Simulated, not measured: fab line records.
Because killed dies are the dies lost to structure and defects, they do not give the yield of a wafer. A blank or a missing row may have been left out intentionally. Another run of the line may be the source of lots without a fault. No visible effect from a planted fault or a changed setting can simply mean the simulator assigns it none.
fab line records + flow sfq-line + part 2 of 2: steps 28 to 39 of 39
record
- lots=5
- wafers=15
- last-day=91
route steps=325 shown I1@74 M2@88 I2@103
lots untouched by any fault: they come from a run of this same line in which no faults occurred
start-h: hours from the record's first day to the start of the lot's first wafer shown + wait-h: hours elapsed since this lot's preceding step + " the same as in the row above + L1.1+2: a row that stands for several wafers + - value missing, or start not given + * or withheld: withheld + < > ~ a bound
route shown NAME@n: a module of which the file shows steps, and the number in the route of the first + usual: mean and standard deviation over wafers with no fault + same: alike in all rows + chamber/n: place in a boat + sites: per-site readings + _std_site: their standard deviation + _edge_site: outer sites' mean less inner sites' + radius-mm: for every site, how far away it sits from the centre of the wafer + mask NAME#n: copy n + behind: the tool/chamber that last shaped the wafer + hold: cause of the lot's hold/its duration in hours/its outcome + device: whichever transistor did not switch (one of n, p or np) + end of line: tests of these same wafers at the route's end + for a step that has no rows: nothing shown but its recipe + killed: not the wafer's yield, but the dies lost to structure and defects at the first sort + map: the dies of a wafer, with x for killed, . for not killed, _ for no die there
set.NAME: the run value of the setting; set.NAME@STEP: its run value at that earlier step + model.NAME: the simulator's own value behind a step, which no gauge read
lots seen at some steps along the route; tables by step, rows by wafer
services: from which hour (start-h, from the record's first day; less than 0 if before it) a tool's chamber was out of use, for how many hours, and why
## steps
# step SFQ_TRILAYER_M2_STRIP_SOLV_CLEAN_062
# recipe
- chemistry=NMP
- temp-c=70
- time-s=600
| lot.wafer  | tool         | chamber | start-h | wait-h |
|------------|--------------|---------|---------|--------|
| L074.1+2+3 | wet-bench-02 | 2,5,6   | 789.15  | 0.4    |
| L080.2+4+5 | wet-bench-04 | 6,0,4   | 868.25  | 0.4    |
| L081.2+3+6 | wet-bench-03 | 7,2,4   | 876.65  | 0.4    |
| L087.1+5+6 | wet-bench-04 | 4,5,0   | 914.85  | 0.4    |
| L097.1+3+6 | wet-bench-02 | 1,7,0   | 1060.71 | 0.4    |
# step SFQ_TRILAYER_I2_DEP_PECVD_063
# recipe
- material=SiO2
- temp-c=150
- time-s=111.11
- pressure-torr=2.4
- rf-w=183.3
- precursor=SiH4/N2O
- target-thk-nm=500
# usual
- heater-power-w=92/15
- throttle-valve-pct=24.2/1.1
| lot.wafer | tool     | chamber | start-h | wait-h | heater-power-w | throttle-valve-pct |
|-----------|----------|---------|---------|--------|----------------|--------------------|
| L074.1    | pecvd-03 | 2       | 789.33  | 0.0    | 55             | 25.0               |
| L074.2    | "        | 1       | "       | "      | 86             | 25.9               |
| L074.3    | "        | 0       | "       | "      | 106            | 25.5               |
| L080.2    | pecvd-02 | 1       | 868.42  | 0.0    | 90             | 23.8               |
| L080.4    | "        | 0       | "       | "      | 92             | 22.8               |
| L080.5    | "        | 1       | "       | "      | 90             | 23.4               |
| L081.2    | pecvd-01 | 0       | 877.00  | 0.0    | 102            | 25.1               |
| L081.3    | "        | 1       | "       | "      | 104            | 25.2               |
| L081.6    | "        | 2       | "       | "      | 107            | 24.4               |
| L087.1    | pecvd-02 | 2       | 915.03  | 0.0    | 112            | 24.3               |
| L087.5    | "        | 0       | "       | "      | 97             | 23.0               |
| L087.6    | "        | 1       | "       | "      | 94             | 24.2               |
| L097.1    | pecvd-01 | 1       | 1060.90 | 0.0    | 106            | 25.9               |
| L097.3    | "        | 0       | "       | "      | 87             | 25.7               |
| L097.6    | "        | 1       | "       | "      | 108            | 26.1               |
# step SFQ_TRILAYER_I2_CMP_CMP_064
# recipe
- material=SiO2
- down-force-psi=3
- platen-rpm=60
- pad-velocity-m-s=0.94248
# usual
- motor-current-A=9.8/0.86
- slurry-flow-ml-min=150.0/0.47
- time-to-endpoint-s=216/7
| lot.wafer | tool   | chamber | start-h | wait-h | motor-current-A | slurry-flow-ml-min | time-to-endpoint-s |
|-----------|--------|---------|---------|--------|-----------------|--------------------|--------------------|
| L074.1    | cmp-02 | 1       | 797.13  | 7.8    | 10.3            | 149.2              | 206                |
| L074.3    | "      | 3       | 798.13  | 8.8    | 10.9            | 150.2              | 217                |
| L074.2    | "      | 0       | "       | "      | 10.0            | 150.1              | 216                |
| L080.2    | cmp-01 | 2       | 871.44  | 3.0    | 9.1             | 151.1              | 219                |
| L080.4    | "      | 3       | "       | "      | 10.7            | 150.0              | 229                |
| L080.5    | "      | 2       | 873.44  | 4.9    | 9.4             | 150.2              | 222                |
| L081.3    | cmp-02 | 2       | 877.08  | 0.0    | 9.7             | 149.9              | 218                |
| L081.2    | "      | 3       | "       | "      | 11.3            | 149.9              | 222                |
| L081.6    | "      | 3       | 879.58  | 2.5    | 10.6            | 149.4              | 216                |
| L087.1    | cmp-02 | 1       | 934.97  | 19.9   | 10.0            | 150.7              | 220                |
| L087.5    | "      | 0       | 936.47  | 21.4   | 10.3            | 150.6              | 227                |
| L087.6    | "      | 1       | "       | "      | 10.3            | 150.3              | 219                |
| L097.3    | cmp-01 | 0       | 1060.97 | 0.0    | 8.0             | 150.2              | 203                |
| L097.1    | "      | 3       | 1062.47 | 1.5    | 10.3            | 149.7              | 210                |
| L097.6    | "      | 1       | 1063.47 | 2.5    | 9.1             | 150.1              | 211                |
# step SFQ_I2_BOW_MEAS_917
# recipe
- mode=bow
# usual
- I2_BOW=3/8.4
| lot.wafer | tool          | chamber | start-h | wait-h | I2_BOW[um] |
|-----------|---------------|---------|---------|--------|------------|
| L074.1    | film-metro-01 | -       | 800.13  | 2.5    | -4         |
| L074.2    | "             | -       | "       | "      | -24        |
| L074.3    | "             | -       | "       | "      | -2         |
| L080.2    | film-metro-01 | -       | 873.96  | 2.0    | 11         |
| L080.4    | "             | -       | "       | "      | -15        |
| L080.5    | "             | -       | "       | "      | 0          |
| L081.2    | film-metro-04 | -       | 880.10  | 2.0    | -13        |
| L081.3    | "             | -       | "       | "      | -12        |
| L081.6    | "             | -       | "       | "      | -7         |
| L087.1    | film-metro-02 | -       | 937.47  | 2.0    | 12         |
| L087.5    | "             | -       | "       | "      | -3         |
| L087.6    | "             | -       | "       | "      | 9          |
| L097.1    | film-metro-01 | -       | 1063.97 | 1.0    | -3         |
| L097.3    | "             | -       | "       | "      | 6          |
| L097.6    | "             | -       | "       | "      | -11        |
# step SFQ_TRILAYER_I2_METRO_MEASURE_065
# usual
- thk-nm=200.0/0.98
| lot.wafer | tool          | chamber | start-h | wait-h | thk-nm |
|-----------|---------------|---------|---------|--------|--------|
| L074.1    | film-metro-01 | -       | 800.25  | 0.1    | 201.0  |
| L074.2    | "             | -       | "       | "      | 200.2  |
| L074.3    | "             | -       | "       | "      | 202.0  |
| L080.2    | film-metro-01 | -       | 874.26  | 0.3    | 199.2  |
| L080.4    | "             | -       | "       | "      | 200.3  |
| L080.5    | "             | -       | "       | "      | 200.5  |
| L081.2    | film-metro-04 | -       | 880.40  | 0.3    | 201.9  |
| L081.3    | "             | -       | "       | "      | 201.0  |
| L081.6    | "             | -       | "       | "      | 201.6  |
| L087.1    | film-metro-02 | -       | 937.59  | 0.1    | 199.5  |
| L087.5    | "             | -       | "       | "      | 200.7  |
| L087.6    | "             | -       | "       | "      | 200.5  |
| L097.1    | film-metro-01 | -       | 1064.09 | 0.1    | 199.4  |
| L097.3    | "             | -       | "       | "      | 199.3  |
| L097.6    | "             | -       | "       | "      | 200.0  |
# step SFQ_TRILAYER_I2_VIA_LITHO_COAT_072
# recipe
- resist=BARC
- spin-rpm=3000
- resist-thk-nm=62
# usual
- dispense-pressure-kPa=46/4.2
| lot.wafer | tool           | chamber | start-h | wait-h | dispense-pressure-kPa |
|-----------|----------------|---------|---------|--------|-----------------------|
| L074.1    | litho-track-02 | 0       | 801.45  | 1.0    | 41                    |
| L074.2    | "              | 0       | "       | "      | 41                    |
| L074.3    | "              | 0       | "       | "      | 41                    |
| L080.2    | litho-track-03 | 0       | 875.31  | 0.8    | 50                    |
| L080.4    | "              | 0       | "       | "      | 50                    |
| L080.5    | "              | 0       | "       | "      | 50                    |
| L081.2    | litho-track-02 | 0       | 881.45  | 0.8    | 41                    |
| L081.3    | "              | 0       | "       | "      | 41                    |
| L081.6    | "              | 0       | "       | "      | 41                    |
| L087.1    | litho-track-03 | 0       | 938.79  | 1.0    | 50                    |
| L087.5    | "              | 0       | "       | "      | 50                    |
| L087.6    | "              | 0       | "       | "      | 50                    |
| L097.1    | litho-track-01 | 0       | 1065.29 | 1.0    | 49                    |
| L097.3    | "              | 0       | "       | "      | 49                    |
| L097.6    | "              | 0       | "       | "      | 49                    |
# step SFQ_TRILAYER_I2_VIA_LITHO_COAT_067
# recipe
- resist=KrF
- spin-rpm=3000
- resist-thk-nm=650
# usual
- dispense-pressure-kPa=46/4.2
| lot.wafer | tool           | chamber | start-h | wait-h | dispense-pressure-kPa |
|-----------|----------------|---------|---------|--------|-----------------------|
| L074.1    | litho-track-02 | 0       | 801.75  | 0.2    | 41                    |
| L074.2    | "              | 0       | "       | "      | 41                    |
| L074.3    | "              | 0       | "       | "      | 41                    |
| L080.2    | litho-track-03 | 0       | 875.61  | 0.2    | 50                    |
| L080.4    | "              | 0       | "       | "      | 50                    |
| L080.5    | "              | 0       | "       | "      | 50                    |
| L081.2    | litho-track-02 | 0       | 881.75  | 0.2    | 41                    |
| L081.3    | "              | 0       | "       | "      | 41                    |
| L081.6    | "              | 0       | "       | "      | 41                    |
| L087.1    | litho-track-03 | 0       | 939.09  | 0.2    | 50                    |
| L087.5    | "              | 0       | "       | "      | 50                    |
| L087.6    | "              | 0       | "       | "      | 50                    |
| L097.1    | litho-track-01 | 0       | 1065.59 | 0.2    | 49                    |
| L097.3    | "              | 0       | "       | "      | 49                    |
| L097.6    | "              | 0       | "       | "      | 49                    |
# step SFQ_TRILAYER_I2_VIA_LITHO_SOFTBAKE_071
# recipe
- temp-c=withheld
- time-s=withheld
- resist=KrF
| lot.wafer  | tool           | chamber | start-h | wait-h |
|------------|----------------|---------|---------|--------|
| L074.1+2+3 | litho-track-02 | 0       | 802.05  | 0.2    |
| L080.2+4+5 | litho-track-03 | 0       | 875.89  | 0.2    |
| L081.2+3+6 | litho-track-02 | 0       | 882.02  | 0.2    |
| L087.1+5+6 | litho-track-03 | 0       | 939.39  | 0.2    |
| L097.1+3+6 | litho-track-01 | 0       | 1065.89 | 0.2    |
# step SFQ_TRILAYER_I2_VIA_LITHO_EXPOSE_068
# recipe
- mask-id=I2
- na=0.6
- source-shape=conventional
- sigma-outer=0.65
- target-cd-nm=500
- dose-mj=21.3
| lot.wafer  | tool           | chamber | start-h | wait-h | mask |
|------------|----------------|---------|---------|--------|------|
| L074.1+2+3 | krf-scanner-01 | 0       | 947.18  | -      | I2#0 |
| L080.2+4+5 | krf-scanner-02 | 0       | 1027.38 | -      | I2#0 |
| L081.2+3+6 | krf-scanner-02 | 0       | 1029.78 | -      | I2#0 |
| L087.1+5+6 | krf-scanner-02 | 0       | 1075.18 | -      | I2#0 |
| L097.1+3+6 | krf-scanner-01 | 0       | 1213.80 | -      | I2#0 |
# step SFQ_TRILAYER_I2_VIA_LITHO_PEB_070
# recipe
- peb-temp-c=115
- peb-time-s=60
- resist=KrF
# usual
- plate-temp-C=114.96/0.13
| lot.wafer | tool           | chamber | start-h | wait-h | plate-temp-C |
|-----------|----------------|---------|---------|--------|--------------|
| L074.1    | litho-track-02 | 0       | 948.38  | 1.0    | 114.84       |
| L074.2    | "              | 0       | "       | "      | 114.95       |
| L074.3    | "              | 0       | "       | "      | 114.98       |
| L080.2    | litho-track-01 | 0       | 1028.41 | 0.8    | 115.15       |
| L080.4    | "              | 0       | "       | "      | 115.04       |
| L080.5    | "              | 0       | "       | "      | 114.96       |
| L081.2    | litho-track-01 | 0       | 1030.81 | 0.8    | 115.02       |
| L081.3    | "              | 0       | "       | "      | 115.03       |
| L081.6    | "              | 0       | "       | "      | 114.86       |
| L087.1    | litho-track-02 | 0       | 1076.38 | 1.0    | 114.94       |
| L087.5    | "              | 0       | "       | "      | 114.93       |
| L087.6    | "              | 0       | "       | "      | 114.91       |
| L097.1    | litho-track-01 | 0       | 1215.00 | 1.0    | 114.74       |
| L097.3    | "              | 0       | "       | "      | 114.95       |
| L097.6    | "              | 0       | "       | "      | 114.79       |
# step SFQ_TRILAYER_I2_VIA_LITHO_DEVELOP_069
# recipe
- time-s=60
- resist=KrF
| lot.wafer  | tool           | chamber | start-h | wait-h |
|------------|----------------|---------|---------|--------|
| L074.1+2+3 | litho-track-02 | 0       | 948.53  | 0.1    |
| L080.2+4+5 | litho-track-01 | 0       | 1028.56 | 0.1    |
| L081.2+3+6 | litho-track-01 | 0       | 1030.96 | 0.1    |
| L087.1+5+6 | litho-track-02 | 0       | 1076.53 | 0.1    |
| L097.1+3+6 | litho-track-01 | 0       | 1215.15 | 0.1    |
# step SFQ_I2_OVL_MEAS_918
# usual
- I2_OVL=-2/5.1
| lot.wafer | tool       | chamber | start-h | wait-h | I2_OVL[nm] |
|-----------|------------|---------|---------|--------|------------|
| L074.1    | overlay-01 | -       | 948.68  | 0.1    | -1         |
| L074.2    | "          | -       | "       | "      | 1          |
| L074.3    | "          | -       | "       | "      | -2         |
| L080.2    | overlay-02 | -       | 1028.69 | 0.1    | 8          |
| L080.4    | "          | -       | "       | "      | -2         |
| L080.5    | "          | -       | "       | "      | 3          |
| L081.2    | overlay-02 | -       | 1031.09 | 0.1    | -1         |
| L081.3    | "          | -       | "       | "      | 2          |
| L081.6    | "          | -       | "       | "      | -2         |
| L087.1    | overlay-01 | -       | 1076.68 | 0.1    | 0          |
| L087.5    | "          | -       | "       | "      | -3         |
| L087.6    | "          | -       | "       | "      | -3         |
| L097.1    | overlay-01 | -       | 1215.30 | 0.1    | -4         |
| L097.3    | "          | -       | "       | "      | -2         |
| L097.6    | "          | -       | "       | "      | -10        |
## services
| tool           | chamber | start-h | hours | kind   |
|----------------|---------|---------|-------|--------|
| krf-scanner-01 | -       | 500.33  | 0.8   | pm     |
| krf-scanner-01 | -       | 501.08  | 1.0   | pm     |
| rie-metal-03   | -       | 503.94  | 1.2   | repair |
| krf-scanner-01 | -       | 517.80  | 0.3   | repair |
| krf-scanner-01 | -       | 546.71  | 4.0   | pm     |
| krf-scanner-01 | -       | 561.47  | 2.2   | repair |
| krf-scanner-01 | -       | 576.28  | 0.5   | repair |
| rie-metal-03   | 0       | 598.50  | 10.8  | repair |
| krf-scanner-01 | -       | 602.71  | 3.6   | pm     |
| rie-metal-03   | 1       | 634.60  | 9.3   | repair |
| krf-scanner-01 | -       | 649.12  | 12.4  | repair |
| krf-scanner-01 | -       | 664.04  | 1.3   | pm     |
| krf-scanner-01 | -       | 668.94  | 0.8   | pm     |
| krf-scanner-01 | -       | 669.69  | 1.0   | pm     |
| krf-scanner-01 | -       | 673.90  | 1.0   | repair |
| krf-scanner-01 | -       | 747.43  | 0.3   | repair |
| rie-metal-03   | -       | 828.78  | 1.4   | pm     |
| krf-scanner-01 | -       | 832.43  | 1.3   | pm     |
| krf-scanner-01 | -       | 836.88  | 0.8   | pm     |
| krf-scanner-01 | -       | 837.63  | 4.4   | pm     |
| krf-scanner-01 | -       | 842.00  | 1.0   | pm     |
| krf-scanner-01 | -       | 906.78  | 3.7   | repair |
| krf-scanner-01 | -       | 943.50  | 2.4   | repair |
| rie-metal-03   | -       | 1184.62 | 0.5   | repair |
